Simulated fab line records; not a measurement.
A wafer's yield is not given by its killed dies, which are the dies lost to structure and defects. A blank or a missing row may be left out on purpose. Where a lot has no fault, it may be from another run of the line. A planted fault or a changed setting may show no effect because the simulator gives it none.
fab line records	flow sky130
[record] lots = 14	wafers = 42	lastDay = 50
route steps=708 shown NWELL@75 VT_ADJUST_HVTR@139 SD_P@327 PAD_OPEN@708
lots that met no fault: from a run of the same line without faults
startH: hours from the record's opening day to when the first of the lot's shown wafers began	waitH: hours elapsed since this lot's preceding step	" the same as in the row above	L1.1+2: a single row standing in for several wafers	- no value, or no start was given	* or withheld: withheld	< > ~ a bound
route shown NAME@n: NAME is a module with steps in the file, n the number in the route of the first one	usual: the fault-free wafers' mean and standard deviation	same: alike in all rows	chamber/n: place in a boat	sites: per-site readings	_std_site: standard deviation of those values	_edge_site: mean of outer sites minus mean of inner sites	radiusMm: for every site, how far away it sits from the centre of the wafer	mask NAME#n: copy n	behind: the last tool/chamber to shape the wafer	hold: why the lot went on hold/how many hours it stayed there/how the hold came to an end	device: transistor that didn't switch, given as n, p or np	end of line: the route-end tests of the same wafers	a step with no rows: only its recipe	killed: not the wafer's yield, but the dies lost to structure and defects at the first sort	map: a wafer's dies, marking killed ones x, the rest . and places with no die _
set.NAME: the setting as run; set.NAME@STEP: as run at that earlier step	model.NAME: the simulator's own value behind a step, which no gauge read
the route's steps for a sample of lots (tables are steps, rows are wafers)
[[steps]]
[step SKY_NWELL_DEVELOP_22]
[recipe] wallAngleDeg = 90	developer = TMAH	developTimeS = 60	devTempC = 23
[usual] chillPlateTempC = 22.98/0.1	developerTempC = 23.01/0.12
lot.wafer	tool	chamber	startH	waitH	chillPlateTempC	developerTempC
L266.3	lithoTrack-01	0	112	-	23.01	23.10
L266.5	"	0	"	"	22.88	22.96
L266.6	"	0	"	"	22.87	23.01
L267.2	lithoTrack-03	0	115	-	23.39	23.15
L267.4	"	0	"	"	22.98	23.04
L267.6	"	0	"	"	22.93	22.88
L268.1	lithoTrack-04	0	122	-	22.82	22.88
L268.3	"	0	"	"	23.03	22.74
L268.5	"	0	"	"	23.08	22.85
L269.2	lithoTrack-04	0	125	-	23.05	23.01
L269.4	"	0	"	"	22.74	22.73
L269.5	"	0	"	"	23.10	22.85
L271.1	lithoTrack-01	0	141	-	22.88	22.93
L271.3	"	0	"	"	23.01	22.86
L271.5	"	0	"	"	22.81	22.92
L270.1	lithoTrack-03	0	142	-	23.17	22.86
L270.3	"	0	"	"	22.95	22.83
L270.4	"	0	"	"	22.93	23.03
L272.1	lithoTrack-03	0	149	-	22.83	23.13
L272.2	"	0	"	"	23.00	22.95
L272.4	"	0	"	"	22.89	22.92
L273.2	lithoTrack-01	0	154	-	23.05	23.14
L273.4	"	0	"	"	23.02	22.94
L273.6	"	0	"	"	22.85	22.98
L275.3	lithoTrack-03	0	163	-	22.91	22.97
L275.4	"	0	"	"	22.98	22.93
L275.5	"	0	"	"	22.88	23.03
L282.2	lithoTrack-03	0	206	-	22.84	25.29
L282.3	"	0	"	"	23.00	25.25
L282.5	"	0	"	"	22.91	25.28
L283.2	lithoTrack-03	0	210	-	23.24	25.36
L283.4	"	0	"	"	23.03	25.46
L283.5	"	0	"	"	22.92	25.32
L284.2	lithoTrack-03	0	219	-	22.78	25.43
L284.4	"	0	"	"	22.83	25.38
L284.6	"	0	"	"	22.87	25.35
L287.1	lithoTrack-04	0	233	-	22.91	22.89
L287.3	"	0	"	"	22.87	23.07
L287.4	"	0	"	"	23.09	22.88
L288.2	lithoTrack-04	0	241	-	23.07	22.76
L288.3	"	0	"	"	23.01	23.00
L288.6	"	0	"	"	23.03	22.98
[step SKY_VT_ADJUST_HVTR_OVL_MEAS_08]
[usual] VT_ADJUST_HVTR_OVL = 0.3/1.3
lot.wafer	tool	chamber	startH	waitH	VT_ADJUST_HVTR_OVL[nm]
L266.3	overlay-02	-	212.24	0.1	-2.1
L266.5	"	-	"	"	0.4
L266.6	"	-	"	"	0.5
L267.2	overlay-02	-	215.89	0.1	0.8
L267.4	"	-	"	"	1.3
L267.6	"	-	"	"	1.2
L268.1	overlay-01	-	224.41	0.1	-1.8
L268.3	"	-	"	"	-1.7
L268.5	"	-	"	"	-1.7
L269.2	overlay-02	-	228.69	0.1	-1.2
L269.4	"	-	"	"	1.5
L269.5	"	-	"	"	1.3
L271.1	overlay-02	-	247.33	0.1	2.9
L271.3	"	-	"	"	-0.3
L271.5	"	-	"	"	1.6
L270.1	overlay-01	-	248.48	0.1	0.7
L270.3	"	-	"	"	-0.8
L270.4	"	-	"	"	-1.1
L272.1	overlay-02	-	256.28	0.1	0.6
L272.2	"	-	"	"	0.2
L272.4	"	-	"	"	-1.5
L273.2	overlay-02	-	262.36	0.1	-1.7
L273.4	"	-	"	"	-1.6
L273.6	"	-	"	"	-1.7
L275.3	overlay-02	-	274.99	0.1	2.4
L275.4	"	-	"	"	2.4
L275.5	"	-	"	"	2.6
L282.2	overlay-01	-	327.24	0.1	1.4
L282.3	"	-	"	"	0.3
L282.5	"	-	"	"	2.8
L283.2	overlay-02	-	334.91	0.1	-1.3
L283.4	"	-	"	"	2.2
L283.5	"	-	"	"	1.6
L284.2	overlay-02	-	344.96	0.1	0.9
L284.4	"	-	"	"	2.2
L284.6	"	-	"	"	0.3
L287.1	overlay-01	-	363.48	0.1	-0.7
L287.3	"	-	"	"	-1.4
L287.4	"	-	"	"	-0.7
L288.2	overlay-02	-	371.11	0.1	0.6
L288.3	"	-	"	"	-0.3
L288.6	"	-	"	"	-1.9
[step SKY_SD_P_CD_MEAS_07]
[recipe] targetCdNm = 380
[usual] cdNm = 379.6/2.5
lot.wafer	tool	chamber	startH	waitH	cdNm
L266.3	cdSem-02	-	596.63	0.1	380.9
L266.5	"	-	"	"	380.9
L266.6	"	-	"	"	380.8
L267.2	cdSem-01	-	600.31	0.1	378.9
L267.4	"	-	"	"	378.9
L267.6	"	-	"	"	378.3
L268.1	cdSem-02	-	615.44	0.1	381.8
L268.3	"	-	"	"	384.5
L268.5	"	-	"	"	379.6
L269.2	cdSem-02	-	620.43	0.2	372.6
L269.4	"	-	"	"	373.1
L269.5	"	-	"	"	374.6
L271.1	cdSem-01	-	638.06	0.1	376.6
L271.3	"	-	"	"	379.6
L271.5	"	-	"	"	378.9
L270.1	cdSem-01	-	645.76	0.1	381.9
L270.3	"	-	"	"	380.5
L270.4	"	-	"	"	382.4
L272.1	cdSem-02	-	653.76	0.1	379.5
L272.2	"	-	"	"	381.3
L272.4	"	-	"	"	379.8
L273.2	cdSem-01	-	658.96	0.1	380.5
L273.4	"	-	"	"	380.3
L273.6	"	-	"	"	380.1
L275.3	cdSem-01	-	676.60	0.1	376.1
L275.4	"	-	"	"	378.0
L275.5	"	-	"	"	375.6
L282.2	cdSem-02	-	730.58	0.1	379.1
L282.3	"	-	"	"	379.1
L282.5	"	-	"	"	375.5
L283.2	cdSem-02	-	738.53	0.1	374.2
L283.4	"	-	"	"	376.2
L283.5	"	-	"	"	375.5
L284.2	cdSem-01	-	745.08	0.1	381.5
L284.4	"	-	"	"	380.6
L284.6	"	-	"	"	380.1
L287.1	cdSem-02	-	764.81	0.1	376.6
L287.3	"	-	"	"	379.3
L287.4	"	-	"	"	377.9
L288.2	cdSem-01	-	770.48	0.1	379.8
L288.3	"	-	"	"	377.3
L288.6	"	-	"	"	380.7
[step SKY_SD_N_RS_MEAS_17]
[recipe] thkMeasGauge = four-point-probe
[usual] SD_P_RS = 146.9/0.41
lot.wafer	tool	chamber	startH	waitH	SD_P_RS[ohm/sq]
L266.3	filmMetro-04	-	655.56	0.1	147.3
L266.5	"	-	"	"	146.9
L266.6	"	-	"	"	147.1
L267.2	filmMetro-01	-	659.19	0.1	147.1
L267.4	"	-	"	"	147.0
L267.6	"	-	"	"	147.1
L268.1	filmMetro-01	-	675.12	0.1	146.6
L268.3	"	-	"	"	147.0
L268.5	"	-	"	"	146.9
L269.2	filmMetro-04	-	679.44	0.1	146.7
L269.4	"	-	"	"	146.4
L269.5	"	-	"	"	146.7
L271.1	filmMetro-02	-	695.72	0.1	146.8
L271.3	"	-	"	"	147.0
L271.5	"	-	"	"	146.8
L270.1	filmMetro-04	-	703.37	0.1	146.2
L270.3	"	-	"	"	146.8
L270.4	"	-	"	"	146.4
L272.1	filmMetro-04	-	710.82	0.1	147.2
L272.2	"	-	"	"	146.7
L272.4	"	-	"	"	147.1
L273.2	filmMetro-02	-	716.64	0.1	146.6
L273.4	"	-	"	"	146.4
L273.6	"	-	"	"	146.6
L275.3	filmMetro-02	-	733.26	0.1	148.0
L275.4	"	-	"	"	147.7
L275.5	"	-	"	"	147.4
L282.2	filmMetro-04	-	785.29	0.1	146.8
L282.3	"	-	"	"	146.9
L282.5	"	-	"	"	147.0
L283.2	filmMetro-01	-	793.89	0.1	146.6
L283.4	"	-	"	"	146.9
L283.5	"	-	"	"	146.9
L284.2	filmMetro-04	-	799.44	0.1	146.7
L284.4	"	-	"	"	146.9
L284.6	"	-	"	"	146.8
L287.1	filmMetro-01	-	819.57	0.1	147.2
L287.3	"	-	"	"	147.1
L287.4	"	-	"	"	146.8
L288.2	filmMetro-01	-	824.54	0.1	147.2
L288.3	"	-	"	"	147.5
L288.6	"	-	"	"	147.8
[step SKY_PAD_OPEN_PROBE_99]
[usual] killed_at_M0_to_M3 = 42/7.6	killed_at_M4_up = 3.4/2	killedAtContacts = 24/5.9	killedAtFrontEnd = 16/4.5	killedAtOther = 0.4/0.58	killedDies = 86/10	killedOnRim = 17/4.2	killedOpen = 47/7.6	killedShort = 39/6.7
[same] grossDies = 492	killedAtBackSide = 0
lot.wafer	tool	chamber	startH	waitH	killed_at_M0_to_M3	killed_at_M4_up	killedAtContacts	killedAtFrontEnd	killedAtOther	killedDies	killedOnRim	killedOpen	killedShort
L266.3	prober-02	-	1082.08	0.2	42	2	20	14	0	78	19	43	35
L266.5	prober-02	-	1082.18	0.2	33	8	22	15	0	78	13	39	39
L266.6	prober-02	-	1082.23	0.2	37	4	31	16	1	89	20	47	42
L267.2	prober-02	-	1087.33	0.1	38	5	18	15	1	77	11	34	42
L267.4	prober-02	-	1087.43	0.2	42	3	29	28	1	103	24	58	45
L267.6	prober-02	-	1087.53	0.2	48	2	20	20	1	91	18	49	40
L268.1	prober-02	-	1096.78	0.1	36	2	34	23	0	95	12	46	49
L268.3	prober-02	-	1096.88	0.2	35	5	23	22	0	85	18	43	42
L268.5	prober-02	-	1096.98	0.2	37	3	13	17	1	71	13	33	37
L269.2	prober-02	-	1102.73	0.1	37	5	23	19	0	84	13	46	37
L269.4	prober-02	-	1102.83	0.2	43	1	25	23	0	92	19	57	35
L269.5	prober-02	-	1102.88	0.2	44	2	23	14	0	83	23	40	42
L271.1	prober-02	-	1110.84	0.1	38	3	33	15	1	90	19	52	37
L271.3	prober-02	-	1110.94	0.2	49	3	24	18	2	96	16	60	34
L271.5	prober-02	-	1111.04	0.2	38	5	22	15	0	80	20	37	42
L270.1	prober-02	-	1119.62	0.1	23	4	28	18	0	73	14	43	30
L270.3	prober-02	-	1119.72	0.2	40	5	23	18	0	86	16	49	37
L270.4	prober-02	-	1119.77	0.2	37	1	26	21	0	85	22	44	41
L272.1	prober-02	-	1124.18	0.1	55	5	28	21	0	109	21	57	52
L272.2	prober-02	-	1124.23	0.1	47	1	25	12	0	85	15	44	41
L272.4	prober-02	-	1124.33	0.2	31	3	10	15	0	59	8	25	34
L273.2	prober-02	-	1130.13	0.1	52	3	23	12	0	90	20	49	41
L273.4	prober-02	-	1130.23	0.2	62	2	28	14	1	107	17	56	51
L273.6	prober-02	-	1130.33	0.2	49	1	28	16	0	94	21	58	36
L275.3	prober-02	-	1137.63	0.2	32	6	20	11	0	69	10	42	26
L275.4	prober-02	-	1137.68	0.2	37	5	11	18	0	71	15	40	30
L275.5	prober-02	-	1137.73	0.2	37	3	18	27	2	87	14	50	36
L282.2	prober-02	-	1173.73	0.1	42	2	27	17	1	89	16	46	41
L282.3	prober-02	-	1173.78	0.2	46	2	20	11	0	79	15	48	30
L282.5	prober-02	-	1173.88	0.2	55	2	31	11	0	99	30	57	41
L283.2	prober-02	-	1179.88	0.1	36	1	17	13	0	67	19	35	32
L283.4	prober-02	-	1179.98	0.2	61	1	25	16	1	104	15	52	52
L283.5	prober-02	-	1180.03	0.2	37	3	19	15	0	74	17	47	27
L284.2	prober-02	-	1183.13	0.1	30	2	24	21	1	78	16	33	45
L284.4	prober-02	-	1183.23	0.2	30	4	16	17	1	68	12	28	39
L284.6	prober-02	-	1183.33	0.2	40	2	19	20	0	81	18	34	47
L287.1	prober-02	-	1195.63	0.1	43	2	32	17	0	94	24	54	38
L287.3	prober-02	-	1195.73	0.2	40	4	26	16	1	87	17	49	38
L287.4	prober-02	-	1195.78	0.2	40	1	15	21	0	77	16	48	28
L288.2	prober-02	-	1200.92	2.0	39	4	16	15	0	74	13	44	30
L288.3	prober-02	-	1200.97	2.0	45	1	27	15	0	88	15	47	41
L288.6	prober-02	-	1201.12	2.1	48	5	22	11	0	86	22	46	40
// killed by level:class
L266.3 VIA1:geometricParticle:open=16 LOCAL_INTERCONNECT:geometricParticle:short=6 VIA3:geometricParticle:open=6 CONTACT:geometricParticle:open=5 VIA3:geometricParticle:short=5 LI_CONTACT:geometricParticle:open=4 POLY_GATE:geometricParticle:short=4 METAL1:geometricParticle:open=4
L266.5 CONTACT:geometricParticle:open=10 LOCAL_INTERCONNECT:geometricParticle:short=8 VIA1:geometricParticle:open=8 VIA3:geometricParticle:open=7 METAL4:geometricParticle:short=7 METAL3:geometricParticle:short=6 FIELD_ISO:geometricParticle:short=4 FIELD_ISO:geometricParticle:open=3
L266.6 CONTACT:geometricParticle:open=9 LI_CONTACT:geometricParticle:open=8 VIA1:geometricParticle:open=8 VIA3:geometricParticle:open=7 CONTACT:geometricParticle:short=7 LOCAL_INTERCONNECT:geometricParticle:short=6 FIELD_ISO:geometricParticle:open=4 FIELD_ISO:geometricParticle:short=4
L267.2 VIA1:geometricParticle:open=8 FIELD_ISO:geometricParticle:short=6 VIA1:geometricParticle:short=6 LI_CONTACT:geometricParticle:open=5 CONTACT:geometricParticle:open=5 CONTACT:geometricParticle:short=4 METAL1:geometricParticle:short=4 VIA2:geometricParticle:open=4
L267.4 CONTACT:geometricParticle:open=12 POLY_GATE:geometricParticle:open=11 VIA1:geometricParticle:open=10 LI_CONTACT:geometricParticle:open=8 METAL2:geometricParticle:short=8 LOCAL_INTERCONNECT:geometricParticle:short=5 FIELD_ISO:geometricParticle:short=5 SPACER:geometricParticle:open=5
L267.6 VIA1:geometricParticle:open=13 CONTACT:geometricParticle:open=10 VIA1:geometricParticle:short=9 METAL1:geometricParticle:short=7 VIA2:geometricParticle:open=6 FIELD_ISO:geometricParticle:open=5 POLY_GATE:geometricParticle:open=4 SPACER:geometricParticle:short=3
L268.1 LI_CONTACT:geometricParticle:open=11 VIA1:geometricParticle:open=8 LI_CONTACT:geometricParticle:short=7 CONTACT:geometricParticle:short=7 VIA3:geometricParticle:open=6 FIELD_ISO:geometricParticle:short=5 METAL2:geometricParticle:short=5 POLY_GATE:geometricParticle:short=4
L268.3 CONTACT:geometricParticle:open=10 FIELD_ISO:geometricParticle:short=7 VIA1:geometricParticle:open=6 VIA1:geometricParticle:short=6 VIA3:geometricParticle:open=6 VIA3:geometricParticle:short=4 LI_CONTACT:geometricParticle:open=4 LOCAL_INTERCONNECT:geometricParticle:short=4
L268.5 VIA1:geometricParticle:open=9 POLY_GATE:geometricParticle:short=6 VIA1:geometricParticle:short=5 LOCAL_INTERCONNECT:geometricParticle:short=5 METAL2:geometricParticle:short=5 VIA3:geometricParticle:open=5 FIELD_ISO:geometricParticle:open=3 LI_CONTACT:geometricParticle:open=3
L269.2 CONTACT:geometricParticle:open=9 VIA1:geometricParticle:open=7 FIELD_ISO:geometricParticle:short=6 CONTACT:geometricParticle:short=6 FIELD_ISO:geometricParticle:open=5 LI_CONTACT:geometricParticle:open=5 VIA2:geometricParticle:open=5 VIA3:geometricParticle:short=5
L269.4 CONTACT:geometricParticle:open=12 VIA1:geometricParticle:open=12 VIA3:geometricParticle:open=8 FIELD_ISO:geometricParticle:open=5 CONTACT:geometricParticle:short=5 POLY_GATE:geometricParticle:short=4 POLY_GATE:geometricParticle:open=4 POLY_CUT:geometricParticle:open=4
L269.5 VIA1:geometricParticle:open=12 FIELD_ISO:geometricParticle:short=8 LI_CONTACT:geometricParticle:open=8 VIA1:geometricParticle:short=8 CONTACT:geometricParticle:open=6 METAL2:geometricParticle:short=6 VIA2:geometricParticle:open=6 POLY_GATE:geometricParticle:open=4
L271.1 CONTACT:geometricParticle:open=16 VIA3:geometricParticle:open=9 VIA1:geometricParticle:open=8 METAL3:geometricParticle:short=6 LI_CONTACT:geometricParticle:open=5 CONTACT:geometricParticle:short=5 METAL2:geometricParticle:short=5 FIELD_ISO:geometricParticle:short=3
L271.3 CONTACT:geometricParticle:open=12 VIA1:geometricParticle:open=9 FIELD_ISO:geometricParticle:open=8 VIA2:geometricParticle:open=8 VIA1:geometricParticle:short=8 POLY_GATE:geometricParticle:open=5 LI_CONTACT:geometricParticle:open=5 VIA2:geometricParticle:short=5
L271.5 VIA1:geometricParticle:open=10 CONTACT:geometricParticle:open=7 METAL2:geometricParticle:short=6 POLY_GATE:geometricParticle:short=5 LI_CONTACT:geometricParticle:open=5 VIA3:geometricParticle:short=5 POLY_GATE:geometricParticle:open=4 CONTACT:geometricParticle:short=4
L270.1 CONTACT:geometricParticle:open=11 POLY_GATE:geometricParticle:short=6 POLY_GATE:geometricParticle:open=6 CONTACT:geometricParticle:short=5 LOCAL_INTERCONNECT:geometricParticle:short=5 LI_CONTACT:geometricParticle:open=4 VIA1:geometricParticle:open=4 VIA2:geometricParticle:open=4
L270.3 VIA1:geometricParticle:open=11 VIA3:geometricParticle:open=9 CONTACT:geometricParticle:open=8 LI_CONTACT:geometricParticle:open=6 VIA2:geometricParticle:open=6 METAL4:geometricParticle:short=5 POLY_GATE:geometricParticle:short=4 POLY_GATE:geometricParticle:open=4
L270.4 FIELD_ISO:geometricParticle:short=8 LI_CONTACT:geometricParticle:open=7 VIA1:geometricParticle:open=7 CONTACT:geometricParticle:open=7 METAL1:geometricParticle:short=7 CONTACT:geometricParticle:short=6 POLY_GATE:geometricParticle:open=5 VIA2:geometricParticle:open=5
L272.1 VIA2:geometricParticle:open=12 VIA1:geometricParticle:open=12 CONTACT:geometricParticle:open=10 CONTACT:geometricParticle:short=7 VIA3:geometricParticle:open=7 FIELD_ISO:geometricParticle:open=6 FIELD_ISO:geometricParticle:short=6 METAL1:geometricParticle:short=6
L272.2 VIA1:geometricParticle:open=12 CONTACT:geometricParticle:open=9 VIA1:geometricParticle:short=7 VIA3:geometricParticle:open=7 LI_CONTACT:geometricParticle:open=5 LOCAL_INTERCONNECT:geometricParticle:short=5 CONTACT:geometricParticle:short=5 METAL1:geometricParticle:short=5
L272.4 METAL2:geometricParticle:short=6 VIA1:geometricParticle:open=6 POLY_GATE:geometricParticle:short=5 METAL1:geometricParticle:short=5 FIELD_ISO:geometricParticle:short=4 FIELD_ISO:geometricParticle:open=3 LOCAL_INTERCONNECT:geometricParticle:short=3 VIA3:geometricParticle:open=3
L273.2 VIA1:geometricParticle:open=17 LOCAL_INTERCONNECT:geometricParticle:short=10 VIA3:geometricParticle:open=9 METAL1:geometricParticle:short=8 FIELD_ISO:geometricParticle:open=6 FIELD_ISO:geometricParticle:short=5 CONTACT:geometricParticle:open=5 VIA2:geometricParticle:open=5
L273.4 VIA2:geometricParticle:open=14 VIA1:geometricParticle:open=11 CONTACT:geometricParticle:open=9 METAL2:geometricParticle:short=9 LI_CONTACT:geometricParticle:open=7 CONTACT:geometricParticle:short=7 METAL1:geometricParticle:short=7 VIA3:geometricParticle:open=6
L273.6 VIA3:geometricParticle:open=10 VIA2:geometricParticle:open=10 LI_CONTACT:geometricParticle:open=9 CONTACT:geometricParticle:open=7 VIA1:geometricParticle:open=7 VIA1:geometricParticle:short=7 CONTACT:geometricParticle:short=6 POLY_GATE:geometricParticle:open=4
L275.3 CONTACT:geometricParticle:open=9 VIA1:geometricParticle:open=9 METAL1:geometricParticle:short=7 VIA3:geometricParticle:open=5 LI_CONTACT:geometricParticle:open=5 METAL2:geometricParticle:short=4 METAL4:geometricParticle:short=4 FIELD_ISO:geometricParticle:open=3
L275.4 METAL1:geometricParticle:short=10 CONTACT:geometricParticle:open=7 POLY_GATE:geometricParticle:open=6 FIELD_ISO:geometricParticle:open=5 VIA2:geometricParticle:open=5 VIA1:geometricParticle:open=5 VIA3:geometricParticle:open=4 POLY_GATE:geometricParticle:short=3
L275.5 VIA1:geometricParticle:open=12 CONTACT:geometricParticle:open=11 FIELD_ISO:geometricParticle:open=8 POLY_GATE:geometricParticle:open=6 METAL2:geometricParticle:short=6 FIELD_ISO:geometricParticle:short=5 POLY_GATE:geometricParticle:short=5 METAL1:geometricParticle:short=5
L282.2 VIA1:geometricParticle:open=10 LI_CONTACT:geometricParticle:open=9 CONTACT:geometricParticle:open=7 CONTACT:geometricParticle:short=6 VIA3:geometricParticle:open=6 METAL2:geometricParticle:short=5 METAL3:geometricParticle:short=5 POLY_GATE:geometricParticle:open=4
L282.3 VIA1:geometricParticle:open=9 CONTACT:geometricParticle:open=8 METAL1:geometricParticle:short=7 VIA3:geometricParticle:open=7 LI_CONTACT:geometricParticle:open=6 VIA1:geometricParticle:short=4 METAL2:geometricParticle:short=4 FIELD_ISO:geometricParticle:short=3
L282.5 VIA1:geometricParticle:open=16 CONTACT:geometricParticle:open=12 LI_CONTACT:geometricParticle:open=9 VIA2:geometricParticle:open=8 METAL3:geometricParticle:short=7 CONTACT:geometricParticle:short=6 METAL2:geometricParticle:short=6 POLY_GATE:geometricParticle:short=5
L283.2 LI_CONTACT:geometricParticle:open=8 METAL2:geometricParticle:short=8 VIA2:geometricParticle:open=7 METAL1:geometricParticle:short=6 POLY_GATE:geometricParticle:open=5 CONTACT:geometricParticle:open=5 POLY_GATE:geometricParticle:short=4 VIA1:geometricParticle:open=4
L283.4 VIA1:geometricParticle:open=12 LI_CONTACT:geometricParticle:open=11 METAL1:geometricParticle:short=10 METAL2:geometricParticle:short=10 FIELD_ISO:geometricParticle:short=6 VIA3:geometricParticle:open=6 LI_CONTACT:geometricParticle:short=5 CONTACT:geometricParticle:open=5
L283.5 VIA1:geometricParticle:open=9 VIA2:geometricParticle:open=8 LI_CONTACT:geometricParticle:open=6 CONTACT:geometricParticle:open=6 FIELD_ISO:geometricParticle:open=5 CONTACT:geometricParticle:short=5 METAL2:geometricParticle:short=5 VIA1:geometricParticle:short=4
L284.2 FIELD_ISO:geometricParticle:short=9 CONTACT:geometricParticle:open=9 VIA1:geometricParticle:short=5 VIA1:geometricParticle:open=5 LI_CONTACT:geometricParticle:open=4 POLY_GATE:geometricParticle:short=4 LOCAL_INTERCONNECT:geometricParticle:short=4 CONTACT:geometricParticle:short=4
L284.4 VIA1:geometricParticle:open=8 FIELD_ISO:geometricParticle:short=5 LOCAL_INTERCONNECT:geometricParticle:short=5 METAL1:geometricParticle:short=5 VIA1:geometricParticle:short=5 CONTACT:geometricParticle:open=4 FIELD_ISO:geometricParticle:open=3 POLY_GATE:geometricParticle:open=3
L284.6 METAL1:geometricParticle:short=7 VIA1:geometricParticle:open=7 METAL2:geometricParticle:short=7 CONTACT:geometricParticle:open=6 FIELD_ISO:geometricParticle:short=5 SPACER:geometricParticle:short=5 LOCAL_INTERCONNECT:geometricParticle:short=5 POLY_GATE:geometricParticle:short=4
L287.1 LI_CONTACT:geometricParticle:open=11 CONTACT:geometricParticle:open=9 VIA3:geometricParticle:open=9 VIA2:geometricParticle:open=5 LOCAL_INTERCONNECT:geometricParticle:short=5 CONTACT:geometricParticle:short=5 VIA1:geometricParticle:open=5 POLY_GATE:geometricParticle:open=4
L287.3 CONTACT:geometricParticle:open=9 METAL1:geometricParticle:short=8 LI_CONTACT:geometricParticle:open=7 VIA1:geometricParticle:open=7 LOCAL_INTERCONNECT:geometricParticle:short=5 METAL2:geometricParticle:short=5 VIA3:geometricParticle:open=5 POLY_GATE:geometricParticle:open=4
L287.4 VIA1:geometricParticle:open=10 VIA3:geometricParticle:open=9 CONTACT:geometricParticle:open=5 POLY_GATE:geometricParticle:open=5 METAL2:geometricParticle:short=5 FIELD_ISO:geometricParticle:short=4 FIELD_ISO:geometricParticle:open=3 POLY_GATE:geometricParticle:short=3
L288.2 VIA1:geometricParticle:open=8 METAL1:geometricParticle:short=7 VIA3:geometricParticle:open=7 VIA2:geometricParticle:open=7 LI_CONTACT:geometricParticle:open=5 CONTACT:geometricParticle:open=5 POLY_GATE:geometricParticle:open=4 LOCAL_INTERCONNECT:geometricParticle:short=4
L288.3 VIA1:geometricParticle:open=11 CONTACT:geometricParticle:open=10 VIA3:geometricParticle:short=8 LI_CONTACT:geometricParticle:open=6 VIA3:geometricParticle:open=6 LOCAL_INTERCONNECT:geometricParticle:short=5 POLY_GATE:geometricParticle:short=4 VIA2:geometricParticle:open=4
L288.6 VIA3:geometricParticle:open=12 LI_CONTACT:geometricParticle:open=8 METAL1:geometricParticle:short=8 METAL2:geometricParticle:short=8 LOCAL_INTERCONNECT:geometricParticle:short=6 VIA1:geometricParticle:open=6 VIA2:geometricParticle:open=5 CONTACT:geometricParticle:open=4
[[key]]
[firstSign] step = SKY_NWELL_DEVELOP_22	reading = developerTempC	direction = up	sigmas = 20	usual = *	struck = *
effect none on later readings
metAt SKY_NWELL_DEVELOP_22
struckLots L282,L283,L284
testerLeftOut L282,L283,L284
notActingAt SKY_VT_ADJUST_HVTR_OVL_MEAS_08,SKY_SD_P_CD_MEAS_07,SKY_SD_N_RS_MEAS_17
onsetBetween 163 206
[fault] kind = processParameterDrift	tool = lithoTrack-03	chamber = -	onsetH = 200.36	steps = SKY_NWELL_DEVELOP_22	channel = devTempC	offset = *	shape = step	endH = 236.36	actsIn = *	stated = *
// testerLeftOut: of these lots the tester's yield and bins aren't shown, on N5 and GAA mostly nor the transistor test; their killed dies are dies lost to structure and defects alone, not to doping, threshold or leakage, so they don't give the yield
